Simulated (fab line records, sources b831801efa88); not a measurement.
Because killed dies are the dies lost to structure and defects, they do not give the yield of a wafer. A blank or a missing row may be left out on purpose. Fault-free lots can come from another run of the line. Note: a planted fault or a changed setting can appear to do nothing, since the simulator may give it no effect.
Problem report, 8D (eight disciplines) form, completed by code -- flow sky130 -- the parts of the form that need people (team, actions taken, sign-off) are left out

1. WHAT IS WRONG
At SKY_METAL1_SOFTBAKE_11, runLengthS averages 113.98 s over 9 wafers from 3 lots, while fault-free wafers read 118.99 s, standard deviation 0.25. That puts it -20 standard deviations away from the usual mean.
The step: time 90 s.
Earliest sighting: wafer L842.1 on lithoTrack-03 at day 36 12:00. At this step, 21 wafers from 7 lots have a number in the record. By rule, "out" or "out of limits" means more than 4 standard deviations away from the usual mean. The rest of the wafers with a number are treated as sound.

2. WHAT IT IS, AND WHAT IT ISN'T
question,is,is not
which readings at this step,"runLengthS, heaterPowerTotalW",-
which lots,"L842, L843, L844","L834, L836, L848, L851"
which wafers of those lots,all that have a number,-
read on which tools,lithoTrack-03,"lithoTrack-02, lithoTrack-04"
when,from day 36 12:00,"up to then (6 sound wafers); but 6 sound wafers of L848, L851 came after"

3. THE SUSPECTS, EACH WITH WHAT RULES IT OUT
Counting: a tool at any process step up to the reading remains a suspect when it ran all the lots that are out and ran no sound lot after the first of those.
- cmp-01 at SKY_CONTACT_CMP_27 (polishes, stops on SiO2, t overpolish 15 s, target thk 0 nm): ruled out as a lasting fault. Sound lots L851 ran on it after its first lot that is out, L842 (day 35 22:58).
- lithoTrack-03 at SKY_METAL1_SOFTBAKE_11 (time 90 s): kept. Every lot that is out went through it, starting with L842 (day 36 12:00), and after that it ran no sound lot; the last sound lot it ran before then is L834 (day 33 19:00). Its own heaterPowerTotalW, runLengthS readings are out on those wafers.
Left after counting: lithoTrack-03 at SKY_METAL1_SOFTBAKE_11.

4. THE CAUSE (what the simulator had put in)
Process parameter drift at SKY_METAL1_SOFTBAKE_11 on lithoTrack-03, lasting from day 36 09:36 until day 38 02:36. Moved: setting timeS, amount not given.
After counting, this tool was the only one left.

5. THE EFFECT CHAIN, in route order
One row per reading whose mean, taken over the struck wafers that have a number, lies over 3 standard deviations from the usual. Readings are gone through only where the record gives a usual standard deviation; hours: the median, over the lots, of the time from a lot's start at the first step in this table giving one to that lot's start at this step; sigmas: the change measured in usual standard deviations.
hours,step,reading,usual,on struck wafers,change,sigmas
0,SKY_METAL1_SOFTBAKE_11,heaterPowerTotalW,57.37 W,58.42,+1.05,+8.7
0,SKY_METAL1_SOFTBAKE_11,runLengthS,118.99 s,113.98,-5.01,-20
It contains these process steps:
- SKY_METAL1_SOFTBAKE_11: time 90 s.

6. HOW IT WOULD HAVE BEEN CAUGHT EARLIER
The fault began at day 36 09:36; the first out-of-limits reading in this record came at day 36 12:00, 2 hours later.
